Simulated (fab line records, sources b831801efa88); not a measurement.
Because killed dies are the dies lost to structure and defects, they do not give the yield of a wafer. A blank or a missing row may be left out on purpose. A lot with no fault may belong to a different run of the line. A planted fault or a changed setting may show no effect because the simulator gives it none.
A single fault, viewed from 2 desks :: flow gf180mcu :: every desk sees just its own numbers, and what lay behind them comes last

## THE METROLOGY DESK
Lot by lot, what the gauges showed, no matter which tool ran the lot: averages of those sampled wafers that carry a number. Any lot whose mean is over 4 standard deviations away from the usual mean is out of limits and marked OUT; that distance is given in the brackets.
Columns: A = STI_OXIDATION_02_THK at GF_STI_THK_MEAS_30, usual 10.00 nm; B = POLY_GATE_OXIDATION_THK at GF_POLY_GATE_THK_MEAS_17, usual 4.02 nm; C = cd_nm at GF_CONTACT_CD_MEAS_14, usual 220.1 nm
lot: L802
first seen here: day 2 07:22
A: 10.07
B: 4.03
C: 220.8

lot: L803
first seen here: day 2 11:29
A: 9.85
B: 4.02
C: 219.9

lot: L804
first seen here: day 2 16:39
A: 9.97
B: 4.14
C: 218.3

lot: L805
first seen here: day 2 23:55
A: 9.72
B: 3.88
C: 218.8

lot: L806
first seen here: day 3 03:07
A: 9.83
B: 4.03
C: 222.3

lot: L807
first seen here: day 3 08:46
A: 10.37
B: 4.01
C: 221.1

lot: L808
first seen here: day 3 12:57
A: 10.05
B: 3.90
C: 221.6

lot: L809
first seen here: day 3 18:30
A: 10.01
B: 3.96
C: 220.9

lot: L810
first seen here: day 4 00:56
A: 9.98
B: 4.02
C: 219.1

lot: L814
first seen here: day 4 20:56
A: 10.15
B: 4.09
C: 219.2

lot: L816
first seen here: day 5 06:56
A: 15.55 (+31) OUT
B: 3.92
C: 218.6

lot: L818
first seen here: day 5 16:55
A: 15.72 (+32) OUT
B: 4.13
C: 219.2

lot: L819
first seen here: day 5 21:07
A: 15.58 (+31) OUT
B: 3.95
C: 220.6
This desk reports L816, L818, L819 out of limits; the earliest was L816 at day 5 06:56 (STI_OXIDATION_02_THK at GF_STI_THK_MEAS_30). In limits: L802, L803, L804, L805, L806, L807, L808, L809, L810, L814.

## AT THE TOOL OWNER'S DESK: furnace-02
The tool's own readings at GF_STI_OXIDATION_29 (stabilise 600 s, purge 300 s, target thk 10 nm): means of the sampled wafers that have a number, for each lot that ran on this tool. Any lot whose mean is over 4 standard deviations away from the usual mean is out of limits and marked OUT; that distance is given in the brackets.
Columns: A = spike_tc_upper_C at GF_STI_OXIDATION_29, usual 900.4 C; B = zone_power_top_pct at GF_STI_OXIDATION_29, usual 32.6 %
lot: L802
first seen here: day 2 05:58
A: 899.7
B: 34.3

lot: L807
first seen here: day 3 07:23
A: 901.7
B: 34.5

lot: L808
first seen here: day 3 11:32
A: 900.8
B: 34.1

lot: L810
first seen here: day 3 23:31
A: 900.5
B: 34.2

lot: L814
first seen here: day 4 19:31
A: 899.6
B: 34.6

lot: L816
first seen here: day 5 05:32
A: 900.3
B: 34.6

lot: L818
first seen here: day 5 15:31
A: 899.8
B: 34.6

lot: L819
first seen here: day 5 19:42
A: 900.8
B: 34.4
This desk's verdict: no lot among the 8 shows anything out of limits.

## TAKEN TOGETHER
L816, L818, L819 would have let the metrology desk raise an alarm at day 5 06:56.
Nothing out of limits was seen by the tool owner's desk.
Tool owner's desk: L816, L818, L819 on record, inside its limits.
The lots listed all ran GF_STI_OXIDATION_29 on furnace-02.

## WHAT THE SIMULATOR HAD PUT IN
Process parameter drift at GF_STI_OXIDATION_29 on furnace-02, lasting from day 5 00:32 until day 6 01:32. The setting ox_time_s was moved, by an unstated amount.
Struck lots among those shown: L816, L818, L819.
Hours from the fault's start to each desk's first reading out of limits: the metrology desk, 6.
